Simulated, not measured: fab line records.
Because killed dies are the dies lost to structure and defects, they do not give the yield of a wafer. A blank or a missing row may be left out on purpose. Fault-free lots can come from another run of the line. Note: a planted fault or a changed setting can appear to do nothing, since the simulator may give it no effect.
Matching of chambers	flow sky130	rieDiel-04 running SKY_VIA1_ETCH_15: 4 sister chambers
The step etches SiO2 in C4F8/O2/Ar, stops on TiN, target depth 351 nm, time 54 s. 36 wafers are shown with their chamber, then 12 later ones without.

WAFERS WITH THEIR CHAMBER
wafer	chamber	oesProductAu (a.u.)
L075.1	3	0.973
L075.2	2	0.989
L075.3	1	0.981
L075.4	0	0.971
L075.5	2	0.975
L075.6	3	0.984
L078.2	0	0.975
L078.4	2	0.978
L078.5	3	0.962
L080.3	1	0.983
L080.4	3	0.982
L080.6	1	0.985
L081.3	2	0.989
L081.4	3	0.979
L081.5	3	0.979
L083.1	3	0.985
L083.2	2	0.980
L083.3	1	0.990
L083.4	0	0.978
L083.5	3	0.981
L083.6	0	0.976
L084.2	1	0.984
L084.3	3	0.967
L084.5	1	0.986
L085.1	2	0.977
L085.2	1	0.975
L085.6	0	0.979
L088.2	3	0.975
L088.3	0	0.973
L088.6	1	0.994
L089.2	3	0.987
L089.3	2	0.983
L089.4	1	0.972
L091.1	0	0.976
L091.2	3	0.978
L091.5	0	0.981

SIGNATURES (means of the wafers above)
reading	chamber 0	chamber 1	chamber 2	chamber 3	scatter within a chamber
oesProductAu	0.97613	0.98333	0.98157	0.97767	0.00622
Rule: distance of a wafer from a chamber = root of the sum over the readings of ((wafer's reading minus chamber's mean) / reading's scatter) squared. The wafer belongs to the nearest chamber; if the next one is less than 2 further off, it can't be placed. The scatter is the square root of a quotient: the sum, over the shown wafers, of each reading's squared deviation from its chamber's mean, divided by wafers minus chambers.

WAFERS WITHOUT THEIR CHAMBER
wafer	oesProductAu (a.u.)
L093.1	0.960
L093.2	0.971
L093.3	0.987
L093.4	0.977
L093.5	0.985
L093.6	0.966
L095.4	0.967
L095.5	0.984
L095.6	0.978
L096.3	0.976
L096.4	0.968
L096.6	0.969

THE CHAMBER EACH PASSED THROUGH
wafer	from the rows above	in truth
L093.1	can't be placed: 0 or 3 or 2 or 1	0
L093.2	can't be placed: 0 or 3 or 2 or 1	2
L093.3	can't be placed: 1 or 2 or 3 or 0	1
L093.4	can't be placed: 3 or 0 or 2 or 1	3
L093.5	can't be placed: 1 or 2 or 3 or 0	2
L093.6	can't be placed: 0 or 3 or 2 or 1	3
L095.4	can't be placed: 0 or 3 or 2 or 1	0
L095.5	can't be placed: 1 or 2 or 3 or 0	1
L095.6	can't be placed: 3 or 0 or 2 or 1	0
L096.3	can't be placed: 0 or 3 or 2 or 1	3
L096.4	can't be placed: 0 or 3 or 2 or 1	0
L096.6	can't be placed: 0 or 3 or 2 or 1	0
0 of 12 placed correctly. These rows do not allow placing 12 (true chamber among the candidates in 12). Number placed wrongly: 0.
